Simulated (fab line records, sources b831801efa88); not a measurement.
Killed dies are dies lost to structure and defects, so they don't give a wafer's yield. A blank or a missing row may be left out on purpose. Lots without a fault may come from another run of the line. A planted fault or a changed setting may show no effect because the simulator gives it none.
Chamber matching | flow gf180mcu | GF_V3_CMP_04 on cmp-02: 4 sister chambers
The step polishes SiO2. 7 wafers are shown with their chamber, then 7 later ones without.

WAFERS WITH THEIR CHAMBER
wafer  | chamber | motor_current_A (A) | time_to_endpoint_s (s)
L077.3 | 2       | 15.4                | 65
L077.4 | 1       | 12.8                | 72
L082.1 | 0       | 12.1                | 73
L082.2 | 3       | 12.5                | 79
L082.4 | 1       | 12.3                | 85
L087.1 | 3       | 13.0                | 83
L087.2 | 0       | 12.1                | 83

WAFERS WITHOUT THEIR CHAMBER
wafer  | motor_current_A (A) | time_to_endpoint_s (s)
L087.4 | 15.6                | 84
L095.1 | 16.4                | 71
L095.3 | 12.2                | 79
L095.6 | 15.4                | 76
L096.2 | 13.5                | 72
L096.3 | 16.1                | 83
L096.6 | 12.0                | 89

WHICH CHAMBER EACH WENT THROUGH
wafer  | from the rows above          | in truth
L087.4 | 2                            | 2
L095.1 | 2                            | 2
L095.3 | can't be placed: 0 or 1 or 3 | 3
L095.6 | 2                            | 2
L096.2 | can't be placed: 3 or 1      | 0
L096.3 | 2                            | 2
L096.6 | can't be placed: 0 or 1 or 3 | 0
Placed correctly: 4 of 7. Can't be placed from these rows: 3 (the true chamber is among the candidates in 2). Placed wrongly: 0.
How it was worked out, from the rows above alone: a wafer's distance from a chamber is the root of the sum, over the readings, of the square of ((its reading less the chamber's mean) divided by the reading's scatter). The wafer belongs to the nearest chamber; if the next one is less than 2 further off, it can't be placed. A chamber's mean is the mean of its shown wafers. The scatter: the root of (the sum of the squares of (reading less its chamber's mean) over the shown wafers, divided by (wafers less chambers)).
